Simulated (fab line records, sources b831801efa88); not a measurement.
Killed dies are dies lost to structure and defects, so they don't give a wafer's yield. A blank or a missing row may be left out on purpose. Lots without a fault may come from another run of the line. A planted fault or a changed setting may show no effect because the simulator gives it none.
A struck lot beside a sound one | flow sky130 | 15 steps out of a route of 708
Sound: wafers L252.1, L252.3, L252.5. Struck: wafers L260.1, L260.4, L260.6. The cause comes at the end.
At each step with rows: each side's tool, then ch and its chambers, then its first start. Under that, the readings that differ: sound wafers | struck wafers | difference of the means | sigmas: that difference in standard deviations of wafers without a fault.
alike: readings whose means differ by less than 2 such deviations, and words and numbers that are the same on both sides. not compared: withheld readings, readings that some wafer has no value for, bounds like >300 that may hide the same value, and numbers for which the record gives no deviation and whose values overlap.
The two part at a step that has a row with sigmas, a row that says differs or no value, or rows on one side only. Numbers that don't overlap but have no deviation are shown without sigmas and don't part them. A reading that every wafer of one side lacks parts them only if that side has two wafers or more.

first, 2 steps without rows for these wafers: SKY_METAL2_CLEAN_23 (cleans in O3/DIW); SKY_VIA2_HDPCVD_00 (deposits SiO2, target thk 1180 nm, time 196.7 s).
SKY_VIA2_THK_MEAS_01:
  sound on film_metro-04, day 37 08:40; struck on film_metro-01, day 39 13:47
  reading              | sound          | struck         | difference | sigmas
  VIA2_HDPCVD_THK (nm) | 1187 1172 1179 | 1159 1153 1149 | -26        | -2
SKY_VIA2_CMP_02: polishes SiO2.
  sound on cmp-02 ch 0,1,2, day 37 08:49; struck on cmp-01 ch 0,3, day 39 13:50
  alike: motor_current_A
SKY_VIA2_BOW_MEAS_03:
  sound on film_metro-01, day 37 09:01; struck on film_metro-03, day 39 14:08
  alike: VIA2_BOW
then, 7 steps without rows for these wafers: SKY_VIA2_DEHYDRATE_04 (time 60 s); SKY_VIA2_HMDS_05 (prime time 60 s); SKY_VIA2_COAT_06 (resist thk 60 nm); SKY_VIA2_COAT_07 (resist thk 450 nm); SKY_VIA2_SOFTBAKE_08 (time 90 s); SKY_VIA2_EXPOSE_09 (exposes mask VIM2, target cd 200 nm); SKY_VIA2_PEB_10.
SKY_VIA2_DEVELOP_11: develop time 60 s.
  sound on litho_track-02 ch 0, day 38 10:00; struck on litho_track-02 ch 0, day 40 14:00
  reading              | sound             | struck            | difference | sigmas
  developer_temp_C (C) | 20.93 20.99 20.98 | 21.47 21.75 21.81 | +0.71      | +6
SKY_VIA2_CD_MEAS_12: target cd 200 nm.
  sound on cd_sem-01, day 38 10:53; struck on cd_sem-02, day 40 14:14
  alike: cd_nm
-- the record jumps here: 9 days lie between the struck wafers' starts before and after (it left off in module VIA2 and takes up again in module PAD_OPEN, whose first step shown is number 708 of the route) --
SKY_PAD_OPEN_PROBE_99:
  sound on prober-01, day 47 12:19; struck on prober-01, day 49 05:24
  reading         | sound | struck | difference | sigmas
  killed_at_other | 1 1 2 | 0 0 0  | -1         | -3
  alike: defect_limited_yield, killed_at_M0_to_M3, killed_at_M4_up, killed_at_contacts, killed_at_front_end, killed_dies, killed_open, killed_short, sort_bin_3_pad_short, sort_bin_5_function, sort_bin_6_memory, sort_n_pass, sort_yield_pct

WHERE THEY PART
First at SKY_VIA2_THK_MEAS_01; last, within this record, at SKY_PAD_OPEN_PROBE_99.

WHY: what the simulator had put in
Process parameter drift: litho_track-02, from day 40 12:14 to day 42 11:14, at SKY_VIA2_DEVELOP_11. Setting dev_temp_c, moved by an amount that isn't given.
